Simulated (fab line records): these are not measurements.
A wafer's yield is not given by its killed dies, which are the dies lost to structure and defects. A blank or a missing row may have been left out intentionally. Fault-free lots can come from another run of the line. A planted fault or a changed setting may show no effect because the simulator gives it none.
A struck lot beside a sound one | flow sky130 | 14 out of 708 route steps
Sound: the wafers L850.3, L850.5, L850.6. Struck: wafers L861.3, L861.4, L861.6. The cause is given at the end.
Each step with rows lists, per side, the tool, then ch with its chambers, then its first start. Under that, the readings that differ: sound wafers | struck wafers | difference of the means | sigmas: that difference in standard deviations of wafers without a fault.
alike: a reading whose means differ by less than 2 such deviations, as well as words and numbers matching on both sides. not compared: withheld readings; readings where some wafer has no value; bounds like >300 that might hide an equal value; numbers whose values overlap and for which the record gives no deviation.
Wherever a step has rows on one side only, a row that says differs or no value, or a row with sigmas, the two part there. When numbers do not overlap yet have no deviation, they are printed without sigmas and do not part them. Lack of a reading on every wafer of one side parts them only where that side has two or more wafers.

first, 4 steps without rows for these wafers: SKY_PWDE_SOFTBAKE_03; SKY_PWDE_EXPOSE_04 (exposes mask PWDEM, target cd 840 nm); SKY_PWDE_PEB_05; SKY_PWDE_DEVELOP_06 (develop time 60 s).
SKY_PWDE_OVL_MEAS_07:
  sound on overlay-02 at day 4 17:00; struck on overlay-01 at day 7 10:58
  alike: PWDE_OVL
next, for these wafers, 1 step has no rows: SKY_PWDE_IMPLANT_08.
SKY_PWDE_STRIP_09: strips in O2/N2.
  sound on plasma-asher-02 ch 0,1, day 4 17:13; struck on plasma-asher-02 ch 0,1, day 7 11:11
  alike: drypump-motor-current-A, oes-product-au, strip-time-to-endpoint-s
  not compared: rf-hours-counter-h
SKY_PWDE_TW_MEAS_10:
  sound on film-metro-04 at day 4 17:18; struck on film-metro-04 at day 7 11:16
  alike: PWDE_TW
then, 4 steps without rows for these wafers: SKY_NWELL_DEHYDRATE_03 (time 60 s); SKY_NWELL_HMDS_04 (prime time 60 s); SKY_NWELL_COAT_05 (resist thk 3000 nm); SKY_NWELL_SOFTBAKE_06.
SKY_NWELL_EXPOSE_07: exposes mask NWM, target cd 840 nm.
  sound on iline-stepper-01 ch 0, day 5 02:06; struck on iline-stepper-01, day 7 21:34
  no value came back on the struck wafers for exposure-dose-mJ-cm2, focus-offset-nm (nm); on the sound wafers exposure-dose-mJ-cm2 reads 255.42 255.28 255.50
  alike: mask
next, for these wafers, 1 step has no rows: SKY_NWELL_PEB_08.

## WHERE THEY PART
At SKY_NWELL_EXPOSE_07 and nowhere else, as far as this record goes.

WHY: the cause the simulator had injected
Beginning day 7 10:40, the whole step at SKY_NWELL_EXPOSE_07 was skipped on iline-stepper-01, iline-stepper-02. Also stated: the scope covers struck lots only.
